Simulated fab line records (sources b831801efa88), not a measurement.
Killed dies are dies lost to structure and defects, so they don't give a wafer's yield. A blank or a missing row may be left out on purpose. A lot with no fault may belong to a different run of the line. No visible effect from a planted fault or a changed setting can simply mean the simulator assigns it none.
A struck lot beside a sound one -- flow sky130 -- 35 steps out of a route of 708
Sound: wafers L710.1, L710.2, L710.4. Struck: wafers L729.1, L729.2, L729.3. At the end, the cause is stated.
At each step with rows: each side's tool, then ch and its chambers, then its first start. Under that, the readings that differ: sound wafers -- struck wafers -- difference of the means -- sigmas: that difference in standard deviations of wafers without a fault.
alike: same words and numbers on both sides, and readings whose means sit less than 2 such deviations apart. not compared: any withheld reading, any reading some wafer has no value for, any bound like >300 that may hide the same value, and any number with overlapping values for which the record gives no deviation.
The two part at a step that has a row with sigmas, a row that says differs or no value, or rows on one side only. When numbers do not overlap yet have no deviation, they are printed without sigmas and do not part them. A reading that every wafer of one side lacks parts them only if that side has two wafers or more.

first, 10 steps without rows for these wafers: SKY_GATE_OXIDE_COAT_05 (resist thk 1140 nm); SKY_GATE_OXIDE_SOFTBAKE_06 (time 60 s); SKY_GATE_OXIDE_EXPOSE_07 (exposes mask LVOM, target cd 600 nm); SKY_GATE_OXIDE_PEB_08; SKY_GATE_OXIDE_DEVELOP_09 (develop time 60 s); SKY_GATE_OXIDE_IMPLANT_11; SKY_GATE_OXIDE_WET_ETCH_12 (etches SiO2 in dHF, target depth 16.8 nm, time 336 s); SKY_GATE_OXIDE_STRIP_13 (strips in O2/N2); SKY_GATE_OXIDE_CLEAN_15 (cleans in SC1/SC2, time 150 s); SKY_GATE_OXIDE_OXIDATION_16 (stabilise 600 s, purge 300 s, target thk 3.57 nm).
SKY_POLY_GATE_CVD_00: deposits poly-Si, target thk 180 nm, time 720 s.
  sound on lpcvd-01 ch 1, day 14 07:26; struck on lpcvd-01 ch 1, day 21 05:32
reading,sound,struck,difference,sigmas
spike tc bottom C (C),643.3 641.3 640.6,629.0 625.2 626.4,-14.9,-11
spike tc centre C (C),620.2 620.0 620.4,605.0 605.8 606.1,-14.6,-15
spike tc lower C (C),621.6 621.2 621.6,607.4 608.7 606.3,-14.0,-10
spike tc top C (C),637.2 636.9 635.7,622.8 623.3 622.9,-13.6,-9
spike tc upper C (C),621.5 622.1 620.3,605.3 605.5 606.5,-15.5,-10
susceptor temp C (C),620.13 619.96 620.21,605.24 604.91 605.21,-14.98,-54
model.poly-Si_of_POLY_GATE_CVD_00.thk nm (nm),175.9 176.7 174,127.1 127.1 128,-48.1,
SKY_POLY_GATE_THK_MEAS_01:
  sound on film metro-04, day 14 08:38; struck on film metro-03, day 21 07:04
reading,sound,struck,difference,sigmas
POLY_GATE_CVD_00_THK (nm),175.8 176.6 173.9,127.1 127.1 127.9,-48.1,-28
  not compared: hold
then, 8 steps without rows for these wafers: SKY_RES_PROTECT_HMDS_01 (prime time 60 s); SKY_RES_PROTECT_COAT_02 (resist thk 1140 nm); SKY_RES_PROTECT_SOFTBAKE_03 (time 60 s); SKY_RES_PROTECT_EXPOSE_04 (exposes mask RPM, target cd 1270 nm); SKY_RES_PROTECT_PEB_05; SKY_RES_PROTECT_DEVELOP_06 (develop time 60 s); SKY_POLY_GATE_IMPLANT_02; SKY_RES_PROTECT_STRIP_07 (strips in O2/N2).
SKY_RES_PROTECT_CLEAN_09: cleans in SC1/SC2, time 150 s.
  sound on wet bench-02 ch 3, day 15 10:08; struck on wet bench-02 ch 1, day 22 13:31
reading,sound,struck,difference,sigmas
model.poly-Si_of_POLY_GATE_CVD_00.thk nm (nm),175.3 176 173.4,126.5 126.5 127.3,-48.1,
then, 11 steps without rows for these wafers: SKY_POLY_GATE_CVD_03 (deposits Si3N4 from DCS/NH3, target thk 75 nm, time 1290 s); SKY_POLY_GATE_DEHYDRATE_05 (time 60 s); SKY_POLY_GATE_HMDS_06 (prime time 60 s); SKY_POLY_GATE_COAT_07 (resist thk 110 nm); SKY_POLY_GATE_COAT_08 (resist thk 450 nm); SKY_POLY_GATE_SOFTBAKE_09 (time 90 s); SKY_POLY_GATE_EXPOSE_10 (exposes mask P1M, target cd 150 nm); SKY_POLY_GATE_PEB_11; SKY_POLY_GATE_DEVELOP_12 (develop time 60 s); SKY_POLY_GATE_ETCH_15 (etches BARC in N2/H2, stops on SiO2, time 118.5 s, target depth 110 nm); SKY_POLY_GATE_ETCH_16 (etches Si3N4 in CH3F/O2, stops on poly-Si, time 147.5 s, target depth 75 nm).
SKY_POLY_GATE_ETCH_17: etches poly-Si in HBr/Cl2, stops on SiO2, target depth 180 nm, time 70.5 s.
  sound on rie si-01 ch 0,1,2, day 16 17:46; struck on rie si-02 ch 1,2,3, day 23 21:25
reading,sound,struck,difference,sigmas
he backside leak sccm (sccm),3.0 2.6 5.2,2.4 2.6 2.3,-1.2,-4
oes product au (a.u.),0.976 0.982 0.968,0.776 0.789 0.789,-0.191,-27
rf hours counter h (h),22 6 56,3 2 1,-26,
model.POLY_GATE.feature depth nm (nm),175.3 176 173.4,126.5 126.5 127.3,-48.1,
model.etch.depth nm (nm),175.3 176 173.4,126.5 126.5 127.3,-48.1,
  alike: drypump motor current A, rf fwd power W, throttle valve pct
then, 1 step without rows for these wafers: SKY_POLY_GATE_STRIP_18 (strips in O2/N2).
-- the record jumps here: 26 days lie between the struck wafers' starts before and after (it left off in module POLY_GATE and takes up again in module PAD_OPEN, whose first step shown is number 708 of the route) --
SKY_PAD_OPEN_PROBE_99:
  sound on prober-02, day 45 22:58; struck on prober-02, day 50 07:51
reading,sound,struck,difference,sigmas
model.etest.res high po.line ohm um,738.9 755.8 775.9,1039 1021 1007,+265,
model.etest.res poly.line ohm um,516.2 536.5 554.5,740.3 746.2 746.1,+208.5,
model.etest.tip sonos.rs ohm sq,2692 2574 2611,2506 2533 2552,-95,
model.etest.res high po.rs ohm sq,260.9 263.7 273.1,359.1 357.1 349.8,+89.4,
model.etest.res poly.rs ohm sq,48.47 48.97 50.27,68.6 68.29 67.29,+18.8,
model.etest.cap li to poly.c af um2,98.42 97.17 94.03,86 85.25 84.18,-11,
model.etest.tip n.rs ohm sq,449.1 448.4 446.5,437.3 441.7 439,-8.7,
  alike: killed_at_M0_to_M3, killed_at_M4_up, killed at contacts, killed at front end, killed dies, killed open, killed short
  not compared: model.etest.res poly.rs ohm sq range

## WHERE THEY PART
At SKY_POLY_GATE_CVD_00 first; at SKY_POLY_GATE_ETCH_17 last (within this record only). Later steps at which nothing parts them and some readings are alike: SKY_PAD_OPEN_PROBE_99.

WHY: what the simulator had put in
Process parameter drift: lpcvd-01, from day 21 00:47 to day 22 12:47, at SKY_POLY_GATE_CVD_00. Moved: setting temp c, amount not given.
